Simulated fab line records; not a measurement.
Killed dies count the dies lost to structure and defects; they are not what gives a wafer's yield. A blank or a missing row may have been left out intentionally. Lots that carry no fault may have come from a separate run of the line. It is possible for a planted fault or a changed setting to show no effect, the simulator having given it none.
The tool behind it: which one? + flow gf180mcu + at 1 step of a route of 602, 7 lots with 21 wafers sampled

WHAT THE GAUGES SHOWED, per wafer
GF_STI_THK_MEAS_24.
| lot  | measured    | on            | STI_CVD_23_THK (nm) |
|------|-------------|---------------|---------------------|
| L905 | day 2 08:10 | film-metro-03 | 655 654 653         |
| L908 | day 3 00:01 | film-metro-01 | 638 643 644         |
| L914 | day 4 07:26 | film-metro-03 | 646 644 645         |
| L917 | day 4 23:09 | film-metro-01 | 651 643 656         |
| L919 | day 5 14:13 | film-metro-02 | 654 646 651         |
| L921 | day 5 16:51 | film-metro-01 | 654 645 640         |
| L925 | day 6 16:45 | film-metro-02 | 651 661 657         |

EACH LOT AND THE TOOL THAT RAN IT (in order: tool; ch and the chambers of the sampled wafers; start)
There is no process step in the record ahead of these readings.

THE ANSWER, worked out from the rows above alone
Rule: the lots themselves supply what counts as usual. The widest of any qualifying gaps counts: lots, ordered by their means at a reading, are off when they make up no more than a third of the lots, leave a main group of 4 or more, and stand apart from it by 3 or more times the standard deviation of that group's means. A main group whose means are all the same, to the digits that the tables above print for the reading, isn't used. Also off: a lot with no number at a reading for which 4 or more lots have one. The other lots that the step has rows for count as sound.
Across all readings shown, no lot is off: no conclusion can be drawn from this.

WHAT WAS PUT IN BY THE SIMULATOR
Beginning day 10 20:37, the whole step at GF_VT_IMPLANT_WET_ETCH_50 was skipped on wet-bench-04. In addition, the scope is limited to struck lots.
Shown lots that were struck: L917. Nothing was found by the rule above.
